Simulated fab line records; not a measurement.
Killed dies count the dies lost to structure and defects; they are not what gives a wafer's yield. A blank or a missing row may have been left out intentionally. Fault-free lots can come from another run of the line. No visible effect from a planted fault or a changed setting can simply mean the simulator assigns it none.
Which tool did it? / flow sky130 / Sampling: 14 lots, 42 wafers, 4 of 708 route steps

WHAT THE GAUGES READ, wafer by wafer
SKY_POLY_GATE_CD_MEAS_13 targets a cd of 150 nm.
lot=L740; measured=day 16 05:55; on=cd_sem-01; cd_nm (nm)=151.0 151.6 152.0
lot=L741; measured=day 16 15:24; on=cd_sem-01; cd_nm (nm)=152.1 153.1 152.1
lot=L743; measured=day 17 10:01; on=cd_sem-02; cd_nm (nm)=149.7 148.2 150.1
lot=L745; measured=day 18 05:46; on=cd_sem-01; cd_nm (nm)=151.0 148.5 149.9
lot=L750; measured=day 20 05:04; on=cd_sem-02; cd_nm (nm)=150.9 151.1 150.3
lot=L751; measured=day 20 09:01; on=cd_sem-01; cd_nm (nm)=147.5 148.6 147.9
lot=L752; measured=day 20 22:08; on=cd_sem-02; cd_nm (nm)=149.5 150.2 150.3
lot=L753; measured=day 21 10:27; on=cd_sem-01; cd_nm (nm)=149.7 149.5 150.3
lot=L754; measured=day 21 12:29; on=cd_sem-02; cd_nm (nm)=153.8 152.8 153.0
lot=L757; measured=day 22 19:05; on=cd_sem-01; cd_nm (nm)=150.8 151.4 150.8
lot=L759; measured=day 23 23:11; on=cd_sem-02; cd_nm (nm)=151.2 151.6 150.9
lot=L761; measured=day 24 01:20; on=cd_sem-02; cd_nm (nm)=150.2 149.5 148.4
lot=L762; measured=day 24 10:13; on=cd_sem-01; cd_nm (nm)=150.0 149.8 150.3
lot=L763; measured=day 24 14:16; on=cd_sem-02; cd_nm (nm)=149.4 150.3 150.6

SKY_LDD_LDN_OVL_MEAS_07.
lot=L740; measured=day 22 17:41; on=overlay-01; LDD_LDN_OVL (nm)=1.8 0.8 0.7
lot=L741; measured=day 22 23:18; on=overlay-01; LDD_LDN_OVL (nm)=-1.1 -1.2 -0.2
lot=L743; measured=day 23 21:06; on=overlay-01; LDD_LDN_OVL (nm)=-0.5 0.1 -1.6
lot=L745; measured=day 24 17:23; on=overlay-01; LDD_LDN_OVL (nm)=0.6 0.1 1.0
lot=L750; measured=day 26 14:29; on=overlay-01; LDD_LDN_OVL (nm)=1.6 0.8 -2.0
lot=L751; measured=day 26 18:35; on=overlay-02; LDD_LDN_OVL (nm)=1.5 0.3 0.4
lot=L752; measured=day 27 07:10; on=overlay-02; LDD_LDN_OVL (nm)=0.5 -1.5 -0.9
lot=L753; measured=day 27 16:57; on=overlay-01; LDD_LDN_OVL (nm)=-3.3 -2.7 -2.3
lot=L754; measured=day 27 18:44; on=overlay-02; LDD_LDN_OVL (nm)=-1.4 0.5 -0.8
lot=L757; measured=day 28 23:41; on=overlay-01; LDD_LDN_OVL (nm)=-1.1 -1.0 0.1
lot=L759; measured=day 30 03:55; on=overlay-01; LDD_LDN_OVL (nm)=0.9 -0.5 -0.9
lot=L761; measured=day 30 05:33; on=overlay-02; LDD_LDN_OVL (nm)=-0.2 -0.7 -0.8
lot=L762; measured=day 30 11:37; on=overlay-02; LDD_LDN_OVL (nm)=-3.0 -0.3 -1.7
lot=L763; measured=day 30 16:56; on=overlay-02; LDD_LDN_OVL (nm)=-3.5 -2.5 -2.3

SKY_CONTACT_BOW_MEAS_05.
lot=L740; measured=day 30 07:34; on=film_metro-03; CONTACT_BOW (um)=83 87 79
lot=L741; measured=day 30 12:55; on=film_metro-04; CONTACT_BOW (um)=90 79 91
lot=L743; measured=day 31 06:00; on=film_metro-04; CONTACT_BOW (um)=85 88 79
lot=L745; measured=day 32 03:11; on=film_metro-03; CONTACT_BOW (um)=79 75 86
lot=L750; measured=day 33 20:15; on=film_metro-04; CONTACT_BOW (um)=83 82 87
lot=L751; measured=day 34 00:55; on=film_metro-03; CONTACT_BOW (um)=75 88 76
lot=L752; measured=day 34 11:51; on=film_metro-04; CONTACT_BOW (um)=81 76 71
lot=L753; measured=day 34 20:04; on=film_metro-04; CONTACT_BOW (um)=88 63 69
lot=L754; measured=day 34 22:27; on=film_metro-04; CONTACT_BOW (um)=75 74 87
lot=L757; measured=day 36 00:46; on=film_metro-04; CONTACT_BOW (um)=86 87 100
lot=L759; measured=day 37 02:12; on=film_metro-01; CONTACT_BOW (um)=88 89 78
lot=L761; measured=day 37 03:21; on=film_metro-04; CONTACT_BOW (um)=90 84 78
lot=L762; measured=day 37 09:35; on=film_metro-01; CONTACT_BOW (um)=77 88 81
lot=L763; measured=day 37 15:31; on=film_metro-01; CONTACT_BOW (um)=84 84 84

WHAT TOOL EACH LOT RAN ON (gives the tool, then ch and the chambers of the sampled wafers, and finally the start)
lot=L740; SKY_LDD_HVP_IMPLANT_08=implanter-03 ch 0, day 21 11:32
lot=L741; SKY_LDD_HVP_IMPLANT_08=implanter-02 ch 0, day 21 16:53
lot=L743; SKY_LDD_HVP_IMPLANT_08=implanter-03 ch 0, day 22 15:28
lot=L745; SKY_LDD_HVP_IMPLANT_08=implanter-02 ch 0, day 23 11:48
lot=L750; SKY_LDD_HVP_IMPLANT_08=implanter-03 ch 0, day 25 09:02
lot=L751; SKY_LDD_HVP_IMPLANT_08=implanter-03 ch 0, day 25 13:46
lot=L752; SKY_LDD_HVP_IMPLANT_08=implanter-04 ch 0, day 26 02:13
lot=L753; SKY_LDD_HVP_IMPLANT_08=implanter-04 ch 0, day 26 12:31
lot=L754; SKY_LDD_HVP_IMPLANT_08=implanter-02 ch 0, day 26 13:14
lot=L757; SKY_LDD_HVP_IMPLANT_08=implanter-04 ch 0, day 27 19:28
lot=L759; SKY_LDD_HVP_IMPLANT_08=implanter-02 ch 0, day 28 23:33
lot=L761; SKY_LDD_HVP_IMPLANT_08=implanter-03 ch 0, day 29 01:05
lot=L762; SKY_LDD_HVP_IMPLANT_08=implanter-03 ch 0, day 29 07:54
lot=L763; SKY_LDD_HVP_IMPLANT_08=implanter-02 ch 0, day 29 13:10
- SKY_LDD_HVP_IMPLANT_08

AS READ BY THE TOOLS THEMSELVES (means over the sampled wafers that have a number; for cases with no such wafer, the mark the record gives instead)
SKY_LDD_HVP_IMPLANT_08.
lot=L740 tool=implanter-03 beam_energy_keV=19.999
lot=L741 tool=implanter-02 beam_energy_keV=19.992
lot=L743 tool=implanter-03 beam_energy_keV=19.993
lot=L745 tool=implanter-02 beam_energy_keV=19.998
lot=L750 tool=implanter-03 beam_energy_keV=17.685
lot=L751 tool=implanter-03 beam_energy_keV=17.698
lot=L752 tool=implanter-04 beam_energy_keV=20.004
lot=L753 tool=implanter-04 beam_energy_keV=20.008
lot=L754 tool=implanter-02 beam_energy_keV=20.002
lot=L757 tool=implanter-04 beam_energy_keV=20.002
lot=L759 tool=implanter-02 beam_energy_keV=19.999
lot=L761 tool=implanter-03 beam_energy_keV=19.998
lot=L762 tool=implanter-03 beam_energy_keV=20.003
lot=L763 tool=implanter-02 beam_energy_keV=20.000

THE ANSWER, worked out from the rows above alone
Rule: usual is defined by the lots themselves. Put in order of their means at a reading, lots are off if they are a third of the lots or fewer, leave a main group of 4 or more, and stand apart from it by a gap of 3 or more times the standard deviation of the main group's means; of several such gaps the widest counts. Not used: any main group whose means are identical at the precision the tables above print for the reading. Also off: a lot with no number at a reading for which 4 or more lots have one. Any other lot the step has rows for is counted as sound. After the gauges, taken in route order, come the tools' own readings; for these a lot's mean is taken, as printed above. At the first step where some lot is off, the reading lying furthest off is the one used; lots without a number count as furthest.
Off: L750, L751, at SKY_LDD_HVP_IMPLANT_08 (beam_energy_keV). The main group has a mean of 20.000 with a standard deviation of 0.0043.
If a tool, at that step or one of the process steps before it, ran each lot that is off and ran no sound lot following the first of them, it fits. None of those tried fits.

WHAT THE SIMULATOR HAD PUT IN
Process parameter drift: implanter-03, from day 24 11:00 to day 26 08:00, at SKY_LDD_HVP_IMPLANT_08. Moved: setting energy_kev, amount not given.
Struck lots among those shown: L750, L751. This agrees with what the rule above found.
